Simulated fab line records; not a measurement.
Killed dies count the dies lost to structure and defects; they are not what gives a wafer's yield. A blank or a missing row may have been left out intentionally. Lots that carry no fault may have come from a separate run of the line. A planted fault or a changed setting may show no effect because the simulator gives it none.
8D (eight disciplines) problem report, filled in by code + flow sky130 + the parts of the form that need people (team, actions taken, sign-off) are left out

## 1. WHAT IS WRONG
strip-time-to-endpoint-s at SKY_METAL4_STRIP_19 reads a mean of 7.75 s on 3 wafers of 1 lot; wafers without a fault read 6.46 s with a standard deviation of 0.079. That is +16 standard deviations from the usual mean.
The step: strips in O2/N2.
Earliest sighting: wafer L361.2 on plasma-asher-03 at day 45 09:43. The record has a number at this step for 39 wafers belonging to 13 lots. Rule for "out" (also "out of limits"): further than 4 standard deviations from the usual mean. Any other wafer with a number is counted as sound.

## 2. WHAT IT IS; WHAT IT IS NOT
| question                    | is                                       | is not                                                                          |
|-----------------------------|------------------------------------------|---------------------------------------------------------------------------------|
| which readings at this step | strip-time-to-endpoint-s, oes-product-au | drypump-motor-current-A                                                         |
| which lots                  | L361                                     | L349, L350, L351, L352, L353, L354, L355, L358, L359, L366, L368, L371          |
| which wafers of those lots  | all that have a number                   | -                                                                               |
| read on which tools         | plasma-asher-03                          | plasma-asher-01, plasma-asher-02                                                |
| when                        | from day 45 09:43                        | up to then (27 sound wafers); but 9 sound wafers of L366, L368, L371 came after |

## 3. SUSPECTS, AND WHAT RULES EACH OUT
Counting: any tool at a process step up to the reading is kept as a suspect provided that every lot that is out went through it and no sound lot did after the first of them.
- rie-metal-01 at SKY_CAPM_METAL_ETCH_13 (etches TiN in Cl2/BCl3, stops on SiO2, target depth 220 nm, time 62.9 s): kept. It ran the lot that is out, L361 (day 41 07:52), and no sound lot after that; its last sound lot up to then is L352 (day 39 16:54).
- rie-metal-02 at SKY_METAL4_METAL_ETCH_18 (etches the open film in Cl2/BCl3, stops on SiO2, target depth 845 nm, time 183.1 s): kept. It ran the lot that is out, L361 (day 45 09:32), and no sound lot after that; its last sound lot up to then is L358 (day 44 23:38).
- plasma-asher-03 at SKY_METAL4_STRIP_19 (strips in O2/N2): ruled out as a lasting fault. After its first lot that is out, L361 (day 45 09:43), sound lots L366, L368, L371 ran on it.
Remaining after the count are rie-metal-01 at SKY_CAPM_METAL_ETCH_13 and rie-metal-02 at SKY_METAL4_METAL_ETCH_18.

## 4. THE CAUSE (what the simulator had put in)
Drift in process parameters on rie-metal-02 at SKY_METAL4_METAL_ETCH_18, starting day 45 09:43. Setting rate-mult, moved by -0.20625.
Counting leaves 2 suspects; this tool is one of them.

## 5. SEQUENCE OF EFFECTS, ordered by route
Each row: a reading where the mean over the struck wafers with a number is more than 3 standard deviations away from the usual. Only readings whose record carries a usual standard deviation are examined. hours: median over the lots of the time between each lot's start at the first step of this table that gives one and its start at this step. sigmas: the change, counted in usual standard deviations.
| hours | step                | reading                  | usual      | on struck wafers | change | sigmas |
|-------|---------------------|--------------------------|------------|------------------|--------|--------|
| 0     | SKY_METAL4_STRIP_19 | oes-product-au           | 0.500 a.u. | 0.553            | +0.053 | +9.8   |
| 0     | SKY_METAL4_STRIP_19 | strip-time-to-endpoint-s | 6.46 s     | 7.75             | +1.29  | +16    |
Process steps it contains:
- SKY_METAL4_STRIP_19: strips in O2/N2.

## 6. HOW IT WOULD HAVE BEEN CAUGHT EARLIER
0 hours passed between the start of the fault at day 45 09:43 and the first reading out of limits in this record, taken at day 45 09:43.
An alarm limit of 4 standard deviations would not have fired on the tool readings at SKY_METAL4_METAL_ETCH_18 for which the record gives a usual standard deviation, since none of them was out on any struck wafer.
All the lots that are out (1) had begun SKY_METAL4_METAL_ETCH_18 on rie-metal-02 by day 45 09:43. None of them would have been spared by holding the tool at that moment.
